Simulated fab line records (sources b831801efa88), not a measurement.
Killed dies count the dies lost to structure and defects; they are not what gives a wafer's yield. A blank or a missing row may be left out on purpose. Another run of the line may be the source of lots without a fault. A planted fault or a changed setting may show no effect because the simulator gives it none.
Struck lot and sound lot, side by side    flow sky130    43 out of 708 route steps
Sound: the wafers L232.1, L232.3, L232.5. Struck: wafer L246.2 (left out: L246.1, L246.3 of the same lot, which were not struck); the cause appears at the end.
Order at every step that has rows: each side's tool, ch and its chambers, its first start. Under that, the readings that differ: sound wafers    struck wafers    difference of the means    sigmas: that difference in standard deviations of wafers without a fault.
alike: a reading whose means differ by less than 2 such deviations, as well as words and numbers matching on both sides. not compared: withheld readings; readings where some wafer has no value; bounds like >300 that might hide an equal value; numbers whose values overlap and for which the record gives no deviation.
Wherever a step has rows on one side only, a row that says differs or no value, or a row with sigmas, the two part there. Non-overlapping numbers with no deviation appear without sigmas and do not part them. A reading that every wafer of one side lacks parts them only if that side has two wafers or more.

first, 1 step without rows for these wafers: SKY_FIELD_ISO_DEVELOP_12 (develop time 60 s).
SKY_FIELD_ISO_CD_MEAS_13: target cd 150 nm.
  struck on cd-sem-01, day 7 01:04; sound on cd-sem-02, day 4 01:39
reading     sound              struck  difference  sigmas
cd-nm (nm)  150.5 151.3 149.3  146.8   -3.6        -2
SKY_FIELD_ISO_ETCH_14: etches BARC in N2/H2, stops on SiO2, time 45.9 s, target depth 60 nm.
  sound on rie-diel-04 ch 2,3, day 4 01:46; struck on rie-diel-02 ch 0, day 7 01:11
  alike: drypump-motor-current-A, oes-product-au, throttle-valve-pct
  not compared: rf-hours-counter-h
SKY_FIELD_ISO_ETCH_15: etches the open film in CHF3/O2, stops on Si, target depth 180 nm, time 72 s.
  sound on rie-diel-04 ch 2,3, day 4 01:49; struck on rie-diel-02 ch 0, day 7 01:14
reading                sound              struck  difference  sigmas
oes-product-au (a.u.)  0.933 0.936 0.944  0.952   +0.014      +2
  alike: chf3-flow-sccm, drypump-motor-current-A, throttle-valve-pct
  not compared: rf-hours-counter-h
then, 1 step without rows for these wafers: SKY_FIELD_ISO_STRIP_16 (strips in O2/N2).
SKY_FIELD_ISO_ETCH_17: etches Si in HBr/Cl2/O2, target depth 342 nm, time 97.7 s.
  sound on rie-si-01 ch 1,2, day 4 01:58; struck on rie-si-01 ch 3, day 7 01:23
  alike: drypump-motor-current-A, oes-product-au, throttle-valve-pct
  not compared: rf-hours-counter-h
then, 5 steps without rows for these wafers: SKY_FIELD_ISO_WET_ETCH_18 (etches Si3N4 in H3PO4, target depth 25 nm, time 286 s); SKY_FIELD_ISO_CLEAN_19 (cleans in SC1/SC2, time 150 s); SKY_FIELD_ISO_CLEAN_20 (cleans in dHF, time 20 s); SKY_FIELD_ISO_WET_ETCH_21 (etches SiO2 in dHF, target depth 20 nm, time 400 s); SKY_FIELD_ISO_OXIDATION_22 (stabilise 600 s, purge 300 s, target thk 10 nm).
SKY_FIELD_ISO_THK_MEAS_23:
  struck on film-metro-04, day 7 04:22; sound on film-metro-02, day 4 03:29
  alike: FIELD_ISO_OXIDATION_01_THK
SKY_FIELD_ISO_CVD_24: deposits SiO2, target thk 595 nm, time 99.2 s.
  sound on hdpcvd-02 ch 0,1, day 4 03:32; struck on hdpcvd-02 ch 0,1,2, day 7 04:26
SKY_FIELD_ISO_THK_MEAS_25:
  struck on film-metro-04, day 7 04:30; sound on film-metro-03, day 4 03:37
  alike: FIELD_ISO_CVD_24_THK
then, 7 steps without rows for these wafers: SKY_FIELD_ISO_ANNEAL_26 (time 1800 s); SKY_FIELD_ISO_CMP_27 (polishes, stops on Si3N4, t overpolish 16 s, target thk 457.8 nm); SKY_FIELD_ISO_WET_ETCH_28 (etches SiO2 in dHF, target depth 23.7 nm, time 47 s); SKY_FIELD_ISO_WET_ETCH_29 (etches Si3N4 in H3PO4, target depth 160 nm, time 1825 s); SKY_FIELD_ISO_WET_ETCH_30 (etches SiO2 in dHF, target depth 25 nm, time 50 s); SKY_NWELL_CLEAN_00 (cleans in SC1/SC2, time 150 s); SKY_NWELL_OXIDATION_01 (stabilise 600 s, purge 300 s, target thk 10 nm).
SKY_NWELL_THK_MEAS_02:
  struck on film-metro-03, day 7 12:12; sound on film-metro-04, day 4 07:29
  alike: NWELL_OXIDATION_THK
then, 8 steps without rows for these wafers: SKY_DNWELL_DEHYDRATE_00 (time 60 s); SKY_DNWELL_HMDS_01 (prime time 60 s); SKY_DNWELL_COAT_02 (resist thk 3000 nm); SKY_DNWELL_SOFTBAKE_03; SKY_DNWELL_EXPOSE_04 (exposes mask DNM, target cd 3000 nm); SKY_DNWELL_PEB_05; SKY_DNWELL_DEVELOP_06 (develop time 60 s); SKY_DNWELL_IMPLANT_07.
SKY_DNWELL_STRIP_08: strips in O2/N2.
  sound on plasma-asher-01 ch 1, day 5 00:05; struck on plasma-asher-01 ch 0, day 8 08:12
  alike: drypump-motor-current-A, oes-product-au, strip-time-to-endpoint-s
  not compared: rf-hours-counter-h
SKY_DNWELL_TW_MEAS_09:
  struck on film-metro-01, day 8 08:18; sound on film-metro-04, day 5 00:11
  alike: DNWELL_TW
then, 7 steps without rows for these wafers: SKY_PWDE_DEHYDRATE_00 (time 60 s); SKY_PWDE_HMDS_01 (prime time 60 s); SKY_PWDE_COAT_02 (resist thk 3000 nm); SKY_PWDE_SOFTBAKE_03; SKY_PWDE_EXPOSE_04 (exposes mask PWDEM, target cd 840 nm); SKY_PWDE_PEB_05; SKY_PWDE_DEVELOP_06 (develop time 60 s).
SKY_PWDE_OVL_MEAS_07:
  struck on overlay-02, day 9 05:53; sound on overlay-01, day 5 17:27
  alike: PWDE_OVL
after that, 1 step had no rows for these wafers: SKY_PWDE_IMPLANT_08.
SKY_PWDE_STRIP_09: strips in O2/N2.
  sound on plasma-asher-03 ch 0,1, day 5 17:38; struck on plasma-asher-04 ch 0, day 9 06:04
reading                sound              struck  difference  sigmas
oes-product-au (a.u.)  0.727 0.717 0.713  0.731   +0.012      +3
  alike: drypump-motor-current-A, strip-time-to-endpoint-s
  not compared: rf-hours-counter-h
-- the record jumps here: 42 days lie between the struck wafers' starts before and after (it left off in module PWDE and takes up again in module PAD_OPEN, whose first step shown is number 708 of the route) --
SKY_PAD_OPEN_PROBE_99:
  struck on prober-01, day 50 21:41; sound on prober-01, day 48 08:24
reading              sound     struck  difference  sigmas
killed_at_M0_to_M3   40 43 42  26      -16         -2
killed-at-contacts   30 29 32  19      -11         -2
killed-at-front-end  15 16 13  55      +40         +9
killed-short         36 43 43  22      -19         -3
  alike: killed_at_M4_up, killed-at-other, killed-dies, killed-open

== WHERE THEY PART ==
Last at SKY_PAD_OPEN_PROBE_99 as far as this record goes, first at SKY_FIELD_ISO_CD_MEAS_13.

WHY: the cause the simulator had injected
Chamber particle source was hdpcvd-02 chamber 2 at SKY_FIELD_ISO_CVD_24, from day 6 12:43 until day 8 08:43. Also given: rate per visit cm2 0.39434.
